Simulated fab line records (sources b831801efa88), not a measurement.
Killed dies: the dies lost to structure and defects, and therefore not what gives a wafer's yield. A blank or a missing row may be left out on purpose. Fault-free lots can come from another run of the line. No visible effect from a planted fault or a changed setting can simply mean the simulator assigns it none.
A lot that was struck, set against a sound lot    flow sky130    16 steps out of a route of 708
Sound: the wafers L279.2, L279.5, L279.6. Struck: wafer L299.5. (L299.3 of the same lot was not struck and is left out.) The cause comes at the end.
Per side, at each step with rows, come the tool, then ch with its chambers, and then its first start. Under that, the readings that differ: sound wafers    struck wafers    difference of the means    sigmas: that difference in standard deviations of wafers without a fault.
alike: readings with means less than 2 such deviations apart, plus words and numbers identical on both sides. not compared: withheld readings, readings lacking a value on some wafer, bounds such as >300 that could conceal the same value, and numbers that have no deviation in the record and whose values overlap.
Wherever a step has rows on one side only, a row that says differs or no value, or a row with sigmas, the two part there. Numbers that have no deviation but don't overlap get no sigmas and don't part them. A reading that every wafer of one side lacks parts them only if that side has two wafers or more.

first, 9 steps without rows for these wafers: SKY_CAP2M_CLEAN_17 (cleans in O3/DIW); SKY_METAL4_DEHYDRATE_05 (time 60 s); SKY_METAL4_HMDS_06 (prime time 60 s); SKY_METAL4_COAT_07 (resist thk 60 nm); SKY_METAL4_COAT_08 (resist thk 1140 nm); SKY_METAL4_SOFTBAKE_09 (time 90 s); SKY_METAL4_EXPOSE_10 (exposes mask MM4, target cd 300 nm); SKY_METAL4_PEB_11; SKY_METAL4_DEVELOP_12 (develop time 60 s).
SKY_METAL4_CD_MEAS_13: target cd 300 nm.
  sound on cd-sem-02 at day 42 04:38; struck on cd-sem-02 at day 47 02:28
  alike: cd-nm
SKY_METAL4_OVL_MEAS_14:
  sound on overlay-02 at day 42 04:45; struck on overlay-01 at day 47 02:34
  alike: METAL4_OVL
SKY_METAL4_DESCUM_15: chemistry O2, time 8 s.
  sound on rie-metal-04 ch 0,1, day 42 04:47; struck on rie-metal-04 ch 1, day 47 02:35
  alike: drypump-motor-current-A, oes-product-au
  not compared: rf-hours-counter-h
SKY_METAL4_ETCH_16: etches BARC in N2/H2, stops on SiO2, time 88.2 s, target depth 60 nm.
  sound on rie-metal-04 ch 0,1, day 42 04:49; struck on rie-metal-04 ch 1, day 47 02:39
reading                                        sound            struck  difference  sigmas
model.KrF-thick_of_METAL4_COAT_08.thk-nm (nm)  1076 1077 1079   1097    +20         
model.METAL4.cd-nm (nm)                        296.6 296.2 298  302     +5          
  alike: drypump-motor-current-A, oes-product-au, throttle-valve-pct
  not compared: rf-hours-counter-h
SKY_METAL4_ETCH_17: etches SiO2 in C4F8/O2/Ar, stops on TiN, time 3.9 s, target depth 15 nm.
  sound on rie-diel-02 ch 0,1, day 42 04:55; struck on rie-diel-03 ch 0, day 47 02:43
reading                  sound            struck  difference  sigmas
model.METAL4.cd-nm (nm)  296.6 296.2 298  302     +5          
  alike: oes-product-au
  not compared: rf-hours-counter-h
SKY_METAL4_METAL_ETCH_18: etches the open film in Cl2/BCl3, stops on SiO2, target depth 845 nm, time 183.1 s.
  sound on rie-metal-01 ch 0,1, day 42 04:56; struck on rie-metal-01 ch 0, day 47 02:47
  alike: drypump-motor-current-A, oes-product-au, throttle-valve-pct
  not compared: rf-hours-counter-h
-- the record jumps here: 3 days lie between the struck wafers' starts before and after (it left off in module METAL4 and takes up again in module PAD_OPEN, whose first step shown is number 708 of the route) --
SKY_PAD_OPEN_PROBE_99:
  sound on prober-01 at day 46 04:11; struck on prober-01 at day 50 11:17
reading                   sound           struck  difference  sigmas
defect-limited-yield (%)  81.5 81.9 80.3  87.8    +6.6        +3
killed_at_M0_to_M3        46 42 44        28      -16         -2
killed-dies               91 89 97        60      -32         -3
killed-open               43 54 58        29      -23         -3
sort_bin_5_function (%)   9.3 11.2 11.4   6.9     -3.7        -2
sort_bin_6_memory (%)     7.7 6.3 7.3     4.3     -2.8        -3
sort-n-pass               401 403 395     432     +32         +3
sort-yield-pct (%)        81.5 81.9 80.3  87.8    +6.6        +3
  alike: killed_at_M4_up, killed-at-contacts, killed-at-front-end, killed-short, sort_bin_3_pad_short

== WHERE THEY PART ==
Only at SKY_PAD_OPEN_PROBE_99, as far as this record shows.

WHY: what the simulator had put in
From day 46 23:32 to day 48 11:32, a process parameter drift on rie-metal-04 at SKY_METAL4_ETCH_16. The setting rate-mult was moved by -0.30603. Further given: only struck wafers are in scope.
